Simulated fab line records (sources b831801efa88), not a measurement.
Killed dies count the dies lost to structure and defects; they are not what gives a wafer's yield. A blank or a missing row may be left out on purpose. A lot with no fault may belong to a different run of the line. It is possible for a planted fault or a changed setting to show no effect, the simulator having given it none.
Matching of chambers	flow sky130	SKY_VIA1_CMP_24 on cmp-02 has 4 sister chambers
The step polishes, stops on SiO2, t overpolish 15 s, target thk 0 nm. 24 wafers are shown with their chamber, then 12 later ones without.

== WAFERS WITH THEIR CHAMBER ==
wafer	chamber	motorCurrentA (A)	timeToEndpointS (s)	overpolishRunS (s)
L074.2	2	10.8	62	15.022
L074.4	1	10.1	70	15.022
L074.6	0	11.5	65	15.008
L078.1	0	11.5	70	15.013
L078.5	3	9.6	70	14.992
L078.6	2	10.0	69	15.004
L077.2	1	10.8	66	14.991
L077.3	0	11.8	66	15.002
L077.5	2	10.4	69	15.001
L084.3	1	10.5	70	15.001
L084.4	2	10.2	71	15.009
L084.5	3	9.3	64	15.006
L087.1	3	9.4	68	14.994
L087.2	1	10.7	72	14.997
L087.4	2	10.5	67	14.998
L086.4	3	10.0	68	15.014
L086.5	3	9.5	68	15.001
L086.6	2	9.5	68	15.011
L089.1	3	10.0	69	14.991
L089.4	1	10.6	68	14.998
L089.5	0	11.1	67	14.999
L091.2	0	11.3	66	14.996
L091.3	1	10.6	74	14.995
L091.5	2	10.6	72	14.992

SIGNATURES (averages over the wafers above)
reading	chamber 0	chamber 1	chamber 2	chamber 3	scatter within a chamber
motorCurrentA	11.440	10.550	10.286	9.633	0.328
timeToEndpointS	66.80	70.00	68.29	67.83	2.64
overpolishRunS	15.00360	15.00067	15.00529	14.99967	0.00943
Rule: for each reading, subtract the chamber's mean from the wafer's reading, divide by that reading's scatter and square the result; add these up over the readings and take the root, which gives the wafer's distance from the chamber. The wafer belongs to the nearest chamber; if the next one is less than 2 further off, it can't be placed. The scatter is the square root of a quotient: the sum, over the shown wafers, of each reading's squared deviation from its chamber's mean, divided by wafers minus chambers.

== WAFERS WITHOUT THEIR CHAMBER ==
wafer	motorCurrentA (A)	timeToEndpointS (s)	overpolishRunS (s)
L094.1	10.9	66	15.011
L094.4	11.9	64	14.996
L094.5	11.0	63	14.984
L095.1	9.8	66	15.013
L095.5	9.7	66	15.003
L095.6	12.3	62	14.991
L096.2	9.4	65	15.001
L096.3	12.2	63	15.010
L096.6	11.7	64	15.009
L097.1	10.2	69	15.007
L097.4	11.5	63	15.004
L097.6	9.9	71	15.000

== EACH ONE'S CHAMBER ==
wafer	from the rows above	in truth
L094.1	can't be placed: 0 or 2 or 1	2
L094.4	0	0
L094.5	can't be placed: 0 or 1 or 2 or 3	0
L095.1	can't be placed: 3 or 2 or 1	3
L095.5	can't be placed: 3 or 2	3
L095.6	0	0
L096.2	can't be placed: 3 or 2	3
L096.3	0	0
L096.6	0	0
L097.1	can't be placed: 2 or 1 or 3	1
L097.4	0	0
L097.6	can't be placed: 3 or 2 or 1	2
Correctly placed: 5 of 12. From these rows, 7 cannot be placed; in 7 the true chamber is one of the candidates. Placed wrongly: 0.
